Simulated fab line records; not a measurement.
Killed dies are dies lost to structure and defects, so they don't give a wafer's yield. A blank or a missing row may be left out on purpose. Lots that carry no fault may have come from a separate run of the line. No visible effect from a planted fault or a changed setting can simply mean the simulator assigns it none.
Matching of chambers :: flow gf180mcu :: cmp-02 running GF_V1_CMP_04: 4 sister chambers
The step polishes SiO2. 18 wafers are shown with their chamber, then 9 later ones without.

WAFERS PAIRED WITH THEIR CHAMBERS
wafer: L975.2
chamber: 2
motor current A (A): 12.3
time to endpoint s (s): 71

wafer: L975.4
chamber: 1
motor current A (A): 13.7
time to endpoint s (s): 74

wafer: L975.5
chamber: 0
motor current A (A): 11.8
time to endpoint s (s): 74

wafer: L977.3
chamber: 1
motor current A (A): 14.3
time to endpoint s (s): 71

wafer: L977.4
chamber: 0
motor current A (A): 12.7
time to endpoint s (s): 73

wafer: L977.5
chamber: 1
motor current A (A): 14.0
time to endpoint s (s): 75

wafer: L979.2
chamber: 0
motor current A (A): 13.7
time to endpoint s (s): 79

wafer: L979.4
chamber: 2
motor current A (A): 12.4
time to endpoint s (s): 78

wafer: L979.5
chamber: 0
motor current A (A): 12.6
time to endpoint s (s): 79

wafer: L982.2
chamber: 0
motor current A (A): 12.2
time to endpoint s (s): 77

wafer: L982.4
chamber: 1
motor current A (A): 13.4
time to endpoint s (s): 79

wafer: L982.6
chamber: 0
motor current A (A): 13.7
time to endpoint s (s): 83

wafer: L986.1
chamber: 0
motor current A (A): 13.2
time to endpoint s (s): 70

wafer: L986.3
chamber: 3
motor current A (A): 12.8
time to endpoint s (s): 73

wafer: L986.5
chamber: 2
motor current A (A): 12.5
time to endpoint s (s): 74

wafer: L987.1
chamber: 3
motor current A (A): 11.9
time to endpoint s (s): 87

wafer: L987.3
chamber: 0
motor current A (A): 12.2
time to endpoint s (s): 80

wafer: L987.6
chamber: 1
motor current A (A): 12.8
time to endpoint s (s): 88

SIGNATURES, as means of the wafers listed above
reading: motor current A
chamber 0: 12.762
chamber 1: 13.640
chamber 2: 12.400
chamber 3: 12.350
scatter within a chamber: 0.615

reading: time to endpoint s
chamber 0: 76.88
chamber 1: 77.40
chamber 2: 74.33
chamber 3: 80.00
scatter within a chamber: 5.5
Rule: distance of a wafer from a chamber = root of the sum over the readings of ((wafer's reading minus chamber's mean) / reading's scatter) squared. The wafer belongs to the nearest chamber; if the next one is less than 2 further off, it can't be placed. How the scatter is found: for the shown wafers, subtract from each reading the mean of its chamber, square and add these, divide the total by (wafers less chambers), then take the root.

WAFERS MISSING THEIR CHAMBER
wafer: L992.2
motor current A (A): 12.2
time to endpoint s (s): 78

wafer: L992.3
motor current A (A): 12.7
time to endpoint s (s): 79

wafer: L992.6
motor current A (A): 12.6
time to endpoint s (s): 83

wafer: L993.3
motor current A (A): 11.9
time to endpoint s (s): 85

wafer: L993.4
motor current A (A): 12.3
time to endpoint s (s): 79

wafer: L993.6
motor current A (A): 12.2
time to endpoint s (s): 82

wafer: L994.1
motor current A (A): 12.2
time to endpoint s (s): 78

wafer: L994.2
motor current A (A): 13.2
time to endpoint s (s): 74

wafer: L994.4
motor current A (A): 13.4
time to endpoint s (s): 82

CHAMBER TAKEN BY EACH
wafer: L992.2
from the rows above: can't be placed: 3 or 2 or 0 or 1
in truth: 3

wafer: L992.3
from the rows above: can't be placed: 0 or 3 or 2 or 1
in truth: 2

wafer: L992.6
from the rows above: can't be placed: 3 or 0 or 2 or 1
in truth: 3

wafer: L993.3
from the rows above: can't be placed: 3 or 0 or 2 or 1
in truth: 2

wafer: L993.4
from the rows above: can't be placed: 3 or 0 or 2 or 1
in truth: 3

wafer: L993.6
from the rows above: can't be placed: 3 or 0 or 2
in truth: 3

wafer: L994.1
from the rows above: can't be placed: 3 or 2 or 0 or 1
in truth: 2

wafer: L994.2
from the rows above: can't be placed: 0 or 1 or 2 or 3
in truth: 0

wafer: L994.4
from the rows above: can't be placed: 1 or 0 or 3 or 2
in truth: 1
0 of 9 placed correctly. Unplaceable from these rows: 9, with the true chamber sitting among the candidates in 9. Placed wrongly: 0.
